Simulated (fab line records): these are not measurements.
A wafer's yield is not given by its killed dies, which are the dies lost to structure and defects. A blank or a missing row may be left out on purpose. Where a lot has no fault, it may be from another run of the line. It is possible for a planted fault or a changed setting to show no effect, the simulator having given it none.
Problem report, 8D (eight disciplines) form, completed by code + flow sky130 + the parts of the form that need people (team, actions taken, sign-off) are left out

== 1. THE ISSUE ==
VT_ADJUST_LVTN_2_TW at SKY_VT_ADJUST_LVTN_TW_MEAS_21 reads a mean of 30.2 on 3 wafers of 1 lot; wafers without a fault read 187.9 with a standard deviation of 1.1. That is -99 or more standard deviations from the usual mean.
First seen on wafer L820.1, day 12 04:36, on film_metro-04. The record holds 39 wafers of 13 lots with a number at this step. The rule behind "out" and "out of limits": a value lying over 4 standard deviations away from the usual mean. The rest of the wafers with a number are treated as sound.

== 2. WHAT IT IS; WHAT IT IS NOT ==
| question                    | is                     | is not                                                                                 |
|-----------------------------|------------------------|----------------------------------------------------------------------------------------|
| which readings at this step | VT_ADJUST_LVTN_2_TW    | -                                                                                      |
| which lots                  | L820                   | L804, L805, L806, L807, L808, L809, L810, L811, L823, L824, L825, L827                 |
| which wafers of those lots  | all that have a number | -                                                                                      |
| read on which gauges        | film_metro-04          | film_metro-01, film_metro-03                                                           |
| when                        | from day 12 04:36      | up to then (24 sound wafers); but 12 sound wafers of L823, L824, L825, L827 came after |

== 3. SUSPECTS, AND WHAT RULES EACH OUT ==
Counting: a tool at any process step up to the reading remains a suspect when it ran all the lots that are out and ran no sound lot after the first of those.
- ruled out: the gauge at SKY_VT_ADJUST_LVTN_TW_MEAS_21. All the wafers that are out were read on film_metro-04, but those of them that SKY_VT_ADJUST_LVTN_STRIP_09 has rows for are out there too, on other tools.
- plasma_asher-01 at SKY_VT_ADJUST_LVTN_STRIP_09 (strips in O2/N2): kept. It ran the lot that is out, L820 (day 11 04:50), and no sound lot after that; its last sound lot up to then is L811 (day 8 19:56). Its own readings are out on those wafers: oes_product_au.
- plasma_asher-02 at SKY_VT_ADJUST_LVTN_STRIP_20 (strips in O2/N2): ruled out as a lasting fault. After its first lot that is out, L820 (day 12 04:30), sound lots L824 ran on it.
After counting, what remains is plasma_asher-01 at SKY_VT_ADJUST_LVTN_STRIP_09.

== 4. THE CAUSE (what the simulator had put in) ==
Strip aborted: plasma_asher-01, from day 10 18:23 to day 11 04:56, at SKY_VT_ADJUST_LVTN_STRIP_09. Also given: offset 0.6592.
After counting, this tool was the only one left.

== 5. THE EFFECT CHAIN, in route order ==
Each row: a reading where the mean over the struck wafers with a number is more than 3 standard deviations away from the usual. Only readings whose record carries a usual standard deviation are examined. hours: median over the lots of the time between each lot's start at the first step of this table that gives one and its start at this step. sigmas: the change, counted in usual standard deviations.
| hours | step                          | reading                  | usual      | on struck wafers | change | sigmas      |
|-------|-------------------------------|--------------------------|------------|------------------|--------|-------------|
| 0     | SKY_VT_ADJUST_LVTN_STRIP_09   | oes_product_au           | 0.722 a.u. | 0.944            | +0.222 | +48         |
| 24    | SKY_VT_ADJUST_LVTN_STRIP_20   | strip_time_to_endpoint_s | 14.19 s    | 32.40            | +18.21 | +99 or more |
| 24    | SKY_VT_ADJUST_LVTN_TW_MEAS_21 | VT_ADJUST_LVTN_2_TW      | 187.9      | 30.2             | -157.7 | -99 or more |
Process steps it contains:
- SKY_VT_ADJUST_LVTN_STRIP_09: strips in O2/N2.
- SKY_VT_ADJUST_LVTN_STRIP_20: strips in O2/N2.
Readings that are blank on the struck wafers while sound wafers have them: strip_time_to_endpoint_s at SKY_VT_ADJUST_LVTN_STRIP_09.
At these later measuring or inspecting steps, every struck wafer for which the step has a row has a number for every such reading, and none has moved that far: SKY_SONOS_ONO_CD_MEAS_13, SKY_LDD_LDN_OVL_MEAS_07.

== 6. WHAT WOULD HAVE CAUGHT IT SOONER ==
The first out-of-limits reading at a measuring or inspecting step in this record came at day 12 04:36, 34 hours after the fault's start at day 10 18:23.
At SKY_VT_ADJUST_LVTN_STRIP_09, the tool's own readings (oes_product_au) were out on each struck wafer the step has a row for, so an alarm limit on them would have fired on the first such wafer.
Each of the lots that are out, 1 in all, had begun SKY_VT_ADJUST_LVTN_STRIP_09 on plasma_asher-01 no later than day 12 04:36. None of them would have been spared by holding the tool at that moment.
